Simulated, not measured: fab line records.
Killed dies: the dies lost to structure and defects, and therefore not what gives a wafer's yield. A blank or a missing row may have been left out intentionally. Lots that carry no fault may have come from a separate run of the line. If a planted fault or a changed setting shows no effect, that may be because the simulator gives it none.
Matching of chambers	flow gf180mcu	GF_STI_ETCH_13 on rie diel-03: 4 sister chambers
The step etches the open film in CHF3/O2, stops on Si, target depth 282.31 nm, time 112.9 s. 7 wafers are shown with their chamber, then 8 later ones without.

== WAFERS PAIRED WITH THEIR CHAMBERS ==
wafer	chamber	drypump motor current A (A)	bias w (W)
L837.3	3	5.2	199.7
L841.2	3	5.2	200.7
L841.6	1	6.3	200.4
L844.2	0	5.7	199.2
L844.3	2	5.7	199.5
L844.5	1	6.3	199.5
L846.1	0	5.8	199.8

== WAFERS WHOSE CHAMBER IS MISSING ==
wafer	drypump motor current A (A)	bias w (W)
L846.3	5.7	199.2
L846.5	6.3	200.2
L848.2	5.7	200.2
L848.4	6.2	200.4
L848.6	5.8	200.1
L856.1	5.7	200.1
L856.2	5.2	199.6
L856.6	6.3	201.1

== WHICH CHAMBER EACH ONE RAN IN ==
wafer	from the rows above	in truth
L846.3	can't be placed: 2 or 0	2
L846.5	1	1
L848.2	can't be placed: 2 or 0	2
L848.4	1	1
L848.6	can't be placed: 0 or 2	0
L856.1	can't be placed: 2 or 0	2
L856.2	3	3
L856.6	1	1
Correctly placed: 4 of 8. Can't be placed from these rows: 4 (the true chamber is among the candidates in 4). Number placed wrongly: 0.
How it was worked out, from the rows above alone: a wafer's distance from a chamber is the root of the sum, over the readings, of the square of ((its reading less the chamber's mean) divided by the reading's scatter). The wafer belongs to the nearest chamber; if the next one is less than 2 further off, it can't be placed. Each chamber's mean is taken over the wafers shown for it. How the scatter is found: for the shown wafers, subtract from each reading the mean of its chamber, square and add these, divide the total by (wafers less chambers), then take the root.
